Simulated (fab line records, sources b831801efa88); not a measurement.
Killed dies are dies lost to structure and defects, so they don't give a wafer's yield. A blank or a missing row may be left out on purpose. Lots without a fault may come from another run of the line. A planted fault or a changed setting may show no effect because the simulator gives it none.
A struck lot beside a sound one | flow gf180mcu | 14 steps out of a route of 602
Sound: wafers L319.2, L319.4, L319.6. Struck: wafers L326.1, L326.4, L326.6. The cause comes at the end.
At each step with rows: each side's tool, then ch and its chambers, then its first start. Under that, the readings that differ: sound wafers | struck wafers | difference of the means | sigmas: that difference in standard deviations of wafers without a fault.
alike: readings whose means differ by less than 2 such deviations, and words and numbers that are the same on both sides. not compared: withheld readings, readings that some wafer has no value for, bounds like >300 that may hide the same value, and numbers for which the record gives no deviation and whose values overlap.
The two part at a step that has a row with sigmas, a row that says differs or no value, or rows on one side only. Numbers that don't overlap but have no deviation are shown without sigmas and don't part them. A reading that every wafer of one side lacks parts them only if that side has two wafers or more.

first, 1 step without rows for these wafers: GF_MVPSD_DEVELOP_06 (develop time 60 s).
GF_MVPSD_OVL_MEAS_07:
  sound on overlay-01, day 5 15:08; struck on overlay-02, day 7 07:53
  alike: MVPSD_OVL
then, 2 steps without rows for these wafers: GF_MVPSD_IMPLANT_08; GF_MVPSD_IMPLANT_09.
GF_MVPSD_STRIP_10: strips in O2/N2.
  sound on plasma_asher-03 ch 0,1, day 5 15:28; struck on plasma_asher-01 ch 1, day 7 08:13
  alike: drypump_motor_current_A, heater_power_w, oes_product_au, strip_time_to_endpoint_s
  not compared: rf_hours_counter_h
GF_MVPSD_TW_MEAS_11:
  sound on film_metro-01, day 5 15:34; struck on film_metro-03, day 7 08:19
  alike: MVPSD_TW
then, 6 steps without rows for these wafers: GF_VT_IMPLANT_DEHYDRATE_00 (time 60 s); GF_VT_IMPLANT_HMDS_01 (prime time 60 s); GF_VT_IMPLANT_COAT_02 (resist thk 1000 nm); GF_VT_IMPLANT_SOFTBAKE_03 (time 60 s); GF_VT_IMPLANT_EXPOSE_04 (exposes mask LVPWELL LV AREA, target cd 600 nm); GF_VT_IMPLANT_PEB_05.
GF_VT_IMPLANT_DEVELOP_06: develop time 60 s.
  sound on litho_track-02 ch 0, day 6 05:15; struck on litho_track-02, day 7 23:32
  no value came back on the struck wafers for chill_plate_temp_C (C), develop_time_s (s); on the sound wafers chill_plate_temp_C (C) reads 23.10 23.14 23.16
GF_VT_IMPLANT_OVL_MEAS_07:
  sound on overlay-01, day 6 05:23; struck on overlay-01, day 7 23:41
  reading             | sound          | struck | difference                    | sigmas
  VT_IMPLANT_OVL (nm) | -1.1 -1.1 -0.7 | - - -  | no value on the struck wafers |

WHERE THEY PART
First at GF_VT_IMPLANT_DEVELOP_06; last, within this record, at GF_VT_IMPLANT_OVL_MEAS_07.

WHY: what the simulator had put in
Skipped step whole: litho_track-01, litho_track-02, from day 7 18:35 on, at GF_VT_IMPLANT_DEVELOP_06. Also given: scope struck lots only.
